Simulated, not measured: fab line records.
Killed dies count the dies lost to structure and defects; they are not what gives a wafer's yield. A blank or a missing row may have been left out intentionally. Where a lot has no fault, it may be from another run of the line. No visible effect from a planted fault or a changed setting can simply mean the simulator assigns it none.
Which tool was responsible?    flow sky130    15 lots with 45 wafers sampled at 4 steps, on a route of 708 steps

## WHAT EACH GAUGE READ, for each wafer
The record holds no reading of a measuring or inspecting step that can be judged against a usual standard deviation.

## TOOL THAT RAN EACH LOT (tool first, then ch and the chambers of the sampled wafers, then the start)
lot   SKY_CONTACT_CVD_00               SKY_CONTACT_SPUTTER_23        SKY_CONTACT_CVD_24             SKY_METAL1_STRIP_20
L395  pecvd-02 ch 0,1, day 30 09:38    pvd_sputter-03, day 31 15:22  cvd_w-01 ch 0,1, day 31 15:25  plasma_asher-02 ch 0,1, day 32 19:35
L396  pecvd-03 ch 0,1,2, day 30 12:13  pvd_sputter-01, day 31 17:23  cvd_w-02 ch 0,1, day 31 17:29  plasma_asher-01 ch 0,1, day 32 22:04
L397  pecvd-02 ch 0,1,2, day 31 15:08  pvd_sputter-04, day 32 19:33  cvd_w-01 ch 0,1, day 32 19:39  plasma_asher-04 ch 0,1, day 33 23:02
L399  pecvd-01 ch 0,2, day 31 16:20    pvd_sputter-01, day 32 20:50  cvd_w-01 ch 0,1, day 32 20:53  plasma_asher-02 ch 0,1, day 34 00:36
L403  pecvd-03 ch 0,1,2, day 33 01:54  pvd_sputter-01, day 34 05:27  cvd_w-01 ch 0,1, day 34 05:33  plasma_asher-01 ch 0,1, day 35 09:21
L404  pecvd-01 ch 0,2, day 33 15:29    pvd_sputter-04, day 34 19:22  cvd_w-01 ch 0,1, day 34 19:25  plasma_asher-01 ch 0,1, day 35 23:12
L406  pecvd-01 ch 0,1, day 34 00:46    pvd_sputter-03, day 35 04:42  cvd_w-01 ch 0,1, day 35 04:46  plasma_asher-02 ch 0, day 36 07:52
L405  pecvd-02 ch 0,2, day 34 01:38    pvd_sputter-03, day 35 05:24  cvd_w-01 ch 0,1, day 35 05:28  plasma_asher-02 ch 0,1, day 36 08:49
L410  pecvd-02 ch 0,2, day 35 19:45    pvd_sputter-04, day 36 23:03  cvd_w-01 ch 1, day 36 23:07    plasma_asher-01 ch 0,1, day 38 01:34
L411  pecvd-03 ch 0,1,2, day 35 19:50  pvd_sputter-03, day 36 23:24  cvd_w-02 ch 0,1, day 36 23:30  plasma_asher-02 ch 0,1, day 38 01:57
L412  pecvd-02 ch 0,2, day 36 02:06    pvd_sputter-03, day 37 04:51  cvd_w-01 ch 1, day 37 04:55    plasma_asher-01 ch 1, day 38 08:26
L415  pecvd-02 ch 0,2, day 36 20:02    pvd_sputter-03, day 37 23:11  cvd_w-01 ch 0,1, day 37 23:15  plasma_asher-04 ch 0,1, day 39 01:30
L416  pecvd-02 ch 0,1,2, day 37 04:06  pvd_sputter-01, day 38 07:13  cvd_w-02 ch 0,1, day 38 07:16  plasma_asher-04 ch 0,1, day 39 09:25
L417  pecvd-01 ch 0,1, day 38 09:36    pvd_sputter-01, day 39 11:56  cvd_w-02 ch 0,1, day 39 12:00  plasma_asher-02 ch 0,1, day 40 13:37
L418  pecvd-01 ch 0,2, day 38 10:38    pvd_sputter-04, day 39 13:13  cvd_w-02 ch 0,1, day 39 13:17  plasma_asher-02 ch 0,1, day 40 14:22
- SKY_CONTACT_CVD_00: deposits Si3N4, target thk 75 nm.
- SKY_CONTACT_SPUTTER_23: material TiN, target thk 20 nm, time 80 s.
- SKY_CONTACT_CVD_24: deposits W, target thk 340 nm, time 102.12 s.
- SKY_METAL1_STRIP_20: strips in O2/N2.

## AS READ BY THE TOOLS THEMSELVES (means over the sampled wafers that have a number; for cases with no such wafer, the mark the record gives instead)
SKY_CONTACT_CVD_00. Usual: heater_power_w 728 W, standard deviation 110.
lot   tool      heater_power_w (W)  flag
L395  pecvd-02  693                 
L396  pecvd-03  756                 
L397  pecvd-02  722                 
L399  pecvd-01  610                 
L403  pecvd-03  744                 
L404  pecvd-01  615                 
L406  pecvd-01  675                 
L405  pecvd-02  748                 
L410  pecvd-02  836                 
L411  pecvd-03  707                 
L412  pecvd-02  761                 
L415  pecvd-02  824                 
L416  pecvd-02  696                 
L417  pecvd-01  695                 
L418  pecvd-01  703                 

SKY_CONTACT_SPUTTER_23. Usual: throttle_valve_pct 30.3 %, standard deviation 0.98.
lot   tool            throttle_valve_pct (%)  flag
L395  pvd_sputter-03  30.7                    
L396  pvd_sputter-01  29.8                    
L397  pvd_sputter-04  29.7                    
L399  pvd_sputter-01  30.9                    
L403  pvd_sputter-01  29.5                    
L404  pvd_sputter-04  30.7                    
L406  pvd_sputter-03  30.7                    
L405  pvd_sputter-03  30.8                    
L410  pvd_sputter-04  29.4                    
L411  pvd_sputter-03  30.1                    
L412  pvd_sputter-03  30.8                    
L415  pvd_sputter-03  30.4                    
L416  pvd_sputter-01  30.3                    
L417  pvd_sputter-01  29.8                    
L418  pvd_sputter-04  30.9                    

SKY_CONTACT_CVD_24. Usual: heater_power_w 902 W, standard deviation 55.
lot   tool      heater_power_w (W)  flag
L395  cvd_w-01  918                 
L396  cvd_w-02  841                 
L397  cvd_w-01  962                 
L399  cvd_w-01  947                 
L403  cvd_w-01  957                 
L404  cvd_w-01  939                 
L406  cvd_w-01  936                 
L405  cvd_w-01  960                 
L410  cvd_w-01  986                 
L411  cvd_w-02  858                 
L412  cvd_w-01  976                 
L415  cvd_w-01  960                 
L416  cvd_w-02  869                 
L417  cvd_w-02  853                 
L418  cvd_w-02  837                 

SKY_METAL1_STRIP_20. Usual: chamber_pressure_mTorr 1499.9 mTorr, standard deviation 1.3; drypump_motor_current_A 5.8 A, standard deviation 0.43; oes_product_au 0.342 a.u., standard deviation 0.0044; strip_time_to_endpoint_s 2.69 s, standard deviation 0.043.
lot   tool             chamber_pressure_mTorr (mTorr)  drypump_motor_current_A (A)  oes_product_au (a.u.)  strip_time_to_endpoint_s (s)  flag
L395  plasma_asher-02  1499.3                          5.8                          0.342                  2.67                          
L396  plasma_asher-01  1498.9                          6.3                          0.347                  2.73                          
L397  plasma_asher-04  1500.2                          5.6                          0.347                  2.64                          
L399  plasma_asher-02  1500.1                          5.8                          0.337                  2.66                          
L403  plasma_asher-01  -                               -                            -                      -                             OFF
L404  plasma_asher-01  -                               -                            -                      -                             OFF
L406  plasma_asher-02  -                               -                            -                      -                             OFF
L405  plasma_asher-02  1499.9                          5.8                          0.337                  2.70                          
L410  plasma_asher-01  1498.0                          6.3                          0.343                  2.73                          
L411  plasma_asher-02  1500.6                          5.8                          0.343                  2.71                          
L412  plasma_asher-01  1500.1                          6.0                          0.342                  2.70                          
L415  plasma_asher-04  1500.3                          5.6                          0.347                  2.68                          
L416  plasma_asher-04  1501.2                          5.7                          0.342                  2.73                          
L417  plasma_asher-02  1500.0                          5.5                          0.339                  2.67                          
L418  plasma_asher-02  1500.7                          5.5                          0.337                  2.71                          

## THE ANSWER, worked out from the rows above alone
Rule: take the mean of a lot's wafers that have a number; if it is more than 3 standard deviations from the usual mean, the lot is off. A lot without any number at a reading at which 4 lots or more have one is off too. All remaining lots with rows at the step are treated as sound. First the gauges in route order, then the tools' own readings, where a lot's mean is used as printed above. At the first step where some lot is off, the reading lying furthest off is the one used; lots without a number count as furthest.
Off: L403, L404, L406, at SKY_METAL1_STRIP_20 (chamber_pressure_mTorr). Without a number there: L403, L404, L406.
If a tool, at that step or one of the process steps before it, ran each lot that is off and ran no sound lot following the first of them, it fits. No candidate that was tried fits.

## WHAT THE SIMULATOR PUT IN
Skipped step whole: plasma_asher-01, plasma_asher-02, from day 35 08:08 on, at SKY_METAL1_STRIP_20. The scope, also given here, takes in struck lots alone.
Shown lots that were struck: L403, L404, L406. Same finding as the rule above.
